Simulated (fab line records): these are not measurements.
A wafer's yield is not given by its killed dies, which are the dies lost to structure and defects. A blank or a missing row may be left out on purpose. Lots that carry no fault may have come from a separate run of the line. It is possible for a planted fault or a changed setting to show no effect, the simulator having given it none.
Matching of chambers	flow gf180mcu	GF_CONTACT_CVD_00 on hdpcvd-01: 3 sister chambers
The step deposits SiO2, target thk 300 nm, time 50 s. 6 wafers are shown with their chamber, then 7 later ones without.

## WAFERS, EACH WITH ITS CHAMBER
wafer	chamber	sih4 flow sccm (sccm)	susceptor temp C (C)
L216.3	1	60.07	400.16
L218.1	1	59.86	399.72
L218.3	0	59.99	399.87
L218.6	2	60.23	399.89
L221.4	0	59.84	400.19
L221.5	2	60.09	400.09

## WAFERS WITH NO CHAMBER GIVEN
wafer	sih4 flow sccm (sccm)	susceptor temp C (C)
L221.6	59.90	400.46
L229.1	59.85	400.19
L229.5	60.01	400.18
L229.6	60.08	399.99
L230.2	60.01	400.43
L230.3	59.94	399.78
L230.4	59.97	400.14

## THE CHAMBER EACH PASSED THROUGH
wafer	from the rows above	in truth
L221.6	can't be placed: 0 or 1 or 2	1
L229.1	can't be placed: 0 or 1 or 2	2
L229.5	can't be placed: 0 or 1 or 2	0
L229.6	can't be placed: 2 or 1 or 0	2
L230.2	can't be placed: 0 or 1 or 2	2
L230.3	can't be placed: 1 or 0 or 2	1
L230.4	can't be placed: 0 or 1 or 2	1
Correct placement for 0 of the 7. These rows do not allow placing 7 (true chamber among the candidates in 7). Placed wrongly: 0.
How it was worked out, from the rows above alone: a wafer's distance from a chamber is the root of the sum, over the readings, of the square of ((its reading less the chamber's mean) divided by the reading's scatter). The wafer belongs to the nearest chamber; if the next one is less than 2 further off, it can't be placed. For every chamber, the mean is computed from those of its wafers that are shown. The scatter: the root of (the sum of the squares of (reading less its chamber's mean) over the shown wafers, divided by (wafers less chambers)).
